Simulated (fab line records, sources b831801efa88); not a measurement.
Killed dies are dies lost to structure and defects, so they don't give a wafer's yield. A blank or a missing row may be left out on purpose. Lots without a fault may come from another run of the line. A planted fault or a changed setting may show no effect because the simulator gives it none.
Tool commonality check | flow gf180mcu | 13 lots, 39 wafers sampled

WHY IT WAS OPENED
At GF_STI_CD_MEAS_12 the reading cd_nm is flagged on 1 of 13 lots. Wafers without a fault read 220.6 nm, standard deviation 1.2.
Rule: a lot is flagged when every wafer of it that has a number lies more than 4 standard deviations from that mean, or none has a number. The other lots count as sound.

lot  | measured    | on        | cd_nm (nm), wafer by wafer | flag
L559 | day 2 06:11 | cd_sem-02 | 222.2 221.4 221.8          |
L560 | day 2 13:44 | cd_sem-01 | 219.9 219.4 218.8          |
L561 | day 2 16:28 | cd_sem-02 | 220.0 220.8 220.4          |
L562 | day 2 22:04 | cd_sem-02 | 217.6 218.5 219.0          |
L563 | day 3 06:16 | cd_sem-01 | 220.5 220.8 220.7          |
L564 | day 3 13:25 | cd_sem-02 | 220.9 221.1 220.7          |
L565 | day 3 13:58 | cd_sem-01 | 223.1 221.9 222.4          |
L568 | day 4 03:38 | cd_sem-01 | 221.3 220.9 221.3          |
L569 | day 4 10:20 | cd_sem-02 | 219.6 220.1 218.4          |
L570 | day 4 17:22 | cd_sem-01 | 220.1 220.1 221.2          |
L572 | day 5 01:17 | cd_sem-01 | 220.3 218.3 219.1          |
L573 | day 5 07:34 | cd_sem-02 | 221.3 219.1 220.5          |
L579 | day 6 13:57 | cd_sem-01 | 178.7 179.6 178.2          | FLAGGED
The numbers of the flagged lots are 178.8 nm on average: -41.8 nm against the usual, or -35 standard deviations.

WHICH TOOL RAN EACH LOT
The record holds 1 process step before the reading, out of a route of 602 steps. In each cell: the tool, then ch and the chambers that the sampled wafers went through, then the start.
lot  | flag    | GF_STI_EXPOSE_09
L559 |         | krf_scanner-02 ch 0, day 2 00:05
L560 |         | krf_scanner-01 ch 0, day 2 07:37
L561 |         | krf_scanner-01 ch 0, day 2 10:52
L562 |         | krf_scanner-02 ch 0, day 2 15:56
L563 |         | krf_scanner-02 ch 0, day 3 00:52
L564 |         | krf_scanner-02 ch 0, day 3 07:13
L565 |         | krf_scanner-01 ch 0, day 3 07:27
L568 |         | krf_scanner-02 ch 0, day 3 21:44
L569 |         | krf_scanner-01 ch 0, day 4 03:28
L570 |         | krf_scanner-02 ch 0, day 4 10:59
L572 |         | krf_scanner-02 ch 0, day 4 19:00
L573 |         | krf_scanner-01 ch 0, day 4 23:59
L579 | FLAGGED | krf_scanner-02 ch 0, day 6 06:49
What these steps do:
- GF_STI_EXPOSE_09: exposes mask COMP, target cd 220 nm.
- GF_STI_CD_MEAS_12: target cd 220 nm.

FLAGGED OVER TOTAL, TOOL BY TOOL (the gauges that took the reading come last)
step              | tool           | lots run | flagged | share of the flagged lots | sound lots run after its first flagged lot
GF_STI_EXPOSE_09  | krf_scanner-01 | 5        | 0       | none                      | -
GF_STI_EXPOSE_09  | krf_scanner-02 | 8        | 1       | all                       | 0
GF_STI_CD_MEAS_12 | cd_sem-01      | 7        | 1       | all                       | 0
GF_STI_CD_MEAS_12 | cd_sem-02      | 6        | 0       | none                      | -

WHAT THE TABLE ALLOWS
2 rows of the table ran every flagged lot: krf_scanner-02 at GF_STI_EXPOSE_09, cd_sem-01 at GF_STI_CD_MEAS_12.
- krf_scanner-02 at GF_STI_EXPOSE_09: 1 of its 8 lots flagged. Its last sound lot is L572 (day 4 19:00), its first flagged lot L579 (day 6 06:49): a fault that began between those two fits.
- cd_sem-01 at GF_STI_CD_MEAS_12: 1 of its 7 lots flagged. Its last sound lot is L572 (day 5 01:17), its first flagged lot L579 (day 6 13:57): a fault that began between those two fits.
Counting lots can't tell these 2 tools apart, because each fits a fault that began at some hour. More lots, or a look at what each step does to the wafer, might.

WHAT THE SIMULATOR HAD PUT IN
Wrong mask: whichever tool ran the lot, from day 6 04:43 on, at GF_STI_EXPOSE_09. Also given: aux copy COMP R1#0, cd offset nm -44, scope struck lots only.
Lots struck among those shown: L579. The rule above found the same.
